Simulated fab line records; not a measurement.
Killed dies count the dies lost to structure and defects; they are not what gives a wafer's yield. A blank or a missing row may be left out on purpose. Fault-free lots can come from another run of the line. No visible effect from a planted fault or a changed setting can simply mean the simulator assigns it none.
A struck lot beside a sound one | flow sky130 | 15 out of 708 route steps
Sound: the wafers L610.1, L610.4, L610.5. Struck: wafer L602.3. (L602.5 of the same lot was not struck and is left out.) The cause comes at the end.
Each step with rows lists, per side, the tool, then ch with its chambers, then its first start. Under that, the readings that differ: sound wafers | struck wafers | difference of the means | sigmas: that difference in standard deviations of wafers without a fault.
alike: same words and numbers on both sides, and readings whose means sit less than 2 such deviations apart. not compared: any withheld reading, any reading some wafer has no value for, any bound like >300 that may hide the same value, and any number with overlapping values for which the record gives no deviation.
Wherever a step has rows on one side only, a row that says differs or no value, or a row with sigmas, the two part there. When numbers do not overlap yet have no deviation, they are printed without sigmas and do not part them. Lack of a reading on every wafer of one side parts them only where that side has two or more wafers.

first, 4 steps without rows for these wafers: SKY_LDD_N_IMPLANT_12; SKY_LDD_N_IMPLANT_13; SKY_LDD_N_IMPLANT_14; SKY_LDD_N_IMPLANT_15.
SKY_LDD_N_STRIP_16: strips in O2/N2.
  sound on plasmaAsher-03 ch 0,1, day 24 22:26; struck on plasmaAsher-03 ch 0, day 21 20:07
reading                  | sound             | struck | difference | sigmas
stripTimeToEndpointS (s) | 4.353 4.335 4.335 | 4.296  | -0.045     | -3
  alike: drypumpMotorCurrentA, oesProductAu
  not compared: rfHoursCounterH
SKY_LDD_N_TW_MEAS_17:
  struck on filmMetro-03, day 21 20:12; sound on filmMetro-03, day 24 22:32
  alike: LDD_N_TW
then, 6 steps without rows for these wafers: SKY_LDD_P_DEHYDRATE_00 (time 60 s); SKY_LDD_P_HMDS_01 (prime time 60 s); SKY_LDD_P_COAT_02 (resist thk 1140 nm); SKY_LDD_P_SOFTBAKE_03 (time 60 s); SKY_LDD_P_EXPOSE_04 (exposes mask PSDM, target cd 380 nm); SKY_LDD_P_PEB_05.
SKY_LDD_P_DEVELOP_06: develop time 60 s.
  sound on lithoTrack-04 ch 0, day 26 03:06; struck on lithoTrack-03 ch 0, day 23 02:30
SKY_LDD_P_CD_MEAS_07: the cd target is 380 nm.
  struck on cdSem-02, day 23 02:38; sound on cdSem-01, day 26 03:15
reading   | sound             | struck | difference | sigmas
cdNm (nm) | 380.8 377.5 379.0 | 351.6  | -27.5      | -10
SKY_LDD_P_OVL_MEAS_08:
  struck on overlay-02, day 23 02:44; sound on overlay-01, day 26 03:22
reading        | sound       | struck | difference | sigmas
LDD_P_OVL (nm) | 0.1 1.3 1.0 | 3.8    | +3.0       | +2

## WHERE THEY PART
Earliest at SKY_LDD_N_STRIP_16; latest, in this record, at SKY_LDD_P_OVL_MEAS_08.

WHY: what had been put in by the simulator
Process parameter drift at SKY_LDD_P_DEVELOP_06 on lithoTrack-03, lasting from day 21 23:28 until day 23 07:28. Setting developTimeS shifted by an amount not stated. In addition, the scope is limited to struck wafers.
